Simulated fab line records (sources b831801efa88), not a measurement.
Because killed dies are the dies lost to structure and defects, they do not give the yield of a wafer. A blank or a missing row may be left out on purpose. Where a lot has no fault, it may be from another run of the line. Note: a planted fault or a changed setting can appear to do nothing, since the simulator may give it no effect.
Struck lot and sound lot, side by side / flow gf180mcu / 15 out of 602 route steps
Sound: the wafers L700.2, L700.4, L700.5. The struck wafers were L710.3, L710.4, L710.6. The cause comes at the end.
Per side, at each step with rows, come the tool, then ch with its chambers, and then its first start. Under that, the readings that differ: sound wafers / struck wafers / difference of the means / sigmas: that difference in standard deviations of wafers without a fault.
alike: readings with means less than 2 such deviations apart, plus words and numbers identical on both sides. not compared: withheld readings, readings lacking a value on some wafer, bounds such as >300 that could conceal the same value, and numbers that have no deviation in the record and whose values overlap.
Wherever a step has rows on one side only, a row that says differs or no value, or a row with sigmas, the two part there. Numbers that don't overlap but have no deviation are shown without sigmas and don't part them. Lack of a reading on every wafer of one side parts them only where that side has two or more wafers.

GF_MIM_THK_MEAS_06:
  sound on film metro-04, day 25 00:51; struck on film metro-01, day 28 12:28
  alike: MIM_CVD_05_THK
GF_MIM_SPUTTER_07: material TiN, target thk 60 nm, time 50 s.
  sound on pvd sputter-02, day 25 00:54; struck on pvd sputter-04, day 28 12:31
reading=throttle valve pct (%); sound=28.9 28.9 30.5; struck=30.7 32.2 31.9; difference=+2.2; sigmas=+2
GF_MIM_SPUTTER_08: material AlCu, target thk 200 nm, time 10.6 s.
  sound on pvd sputter-02, day 25 00:57; struck on pvd sputter-04, day 28 12:33
reading=throttle valve pct (%); sound=29.1 29.0 31.0; struck=30.6 32.3 32.2; difference=+2.0; sigmas=+2
GF_MIM_SPUTTER_09: material TiN, target thk 35 nm, time 29.2 s.
  sound on pvd sputter-02, day 25 00:58; struck on pvd sputter-04, day 28 12:34
  alike: throttle valve pct
GF_MIM_RS_MEAS_10: measures by four-point-probe.
  sound on film metro-04, day 25 01:01; struck on film metro-01, day 28 12:39
  alike: MIM_ALCU_RS
GF_MIM_THK_MEAS_11: measures by xrf.
  sound on film metro-04, day 25 01:08; struck on film metro-01, day 28 12:45
  alike: MIM_ALCU_THK
then, 6 steps without rows for these wafers: GF_MIM_DEHYDRATE_12 (time 60 s); GF_MIM_HMDS_13 (prime time 60 s); GF_MIM_COAT_14 (resist thk 1000 nm); GF_MIM_SOFTBAKE_15 (time 60 s); GF_MIM_EXPOSE_16 (exposes mask FuseTop, target cd 2000 nm); GF_MIM_PEB_17.
GF_MIM_DEVELOP_18: develop time 60 s.
  sound on litho track-04 ch 0, day 25 21:03; struck on litho track-04 ch 0, day 29 07:19
reading=developer temp C (C); sound=22.99 23.00 23.05; struck=23.94 23.87 23.94; difference=+0.90; sigmas=+10
GF_MIM_METAL_ETCH_19: etches the open film in Cl2/BCl3, stops on Si3N4, target depth 324.5 nm, time 54.1 s.
  sound on rie metal-03 ch 0,1, day 25 21:10; struck on rie metal-02 ch 0,1, day 29 07:26
  alike: drypump motor current A, oes product au, throttle valve pct
  not compared: rf hours counter h
GF_PASSIVATION_PROBE_99:
  sound wafers here have rows in the record (prober-01, day 29 12:19); struck ones have none

== WHERE THEY PART ==
At GF_MIM_SPUTTER_07 first; at GF_PASSIVATION_PROBE_99 last (within this record only).

WHY: what had been put in by the simulator
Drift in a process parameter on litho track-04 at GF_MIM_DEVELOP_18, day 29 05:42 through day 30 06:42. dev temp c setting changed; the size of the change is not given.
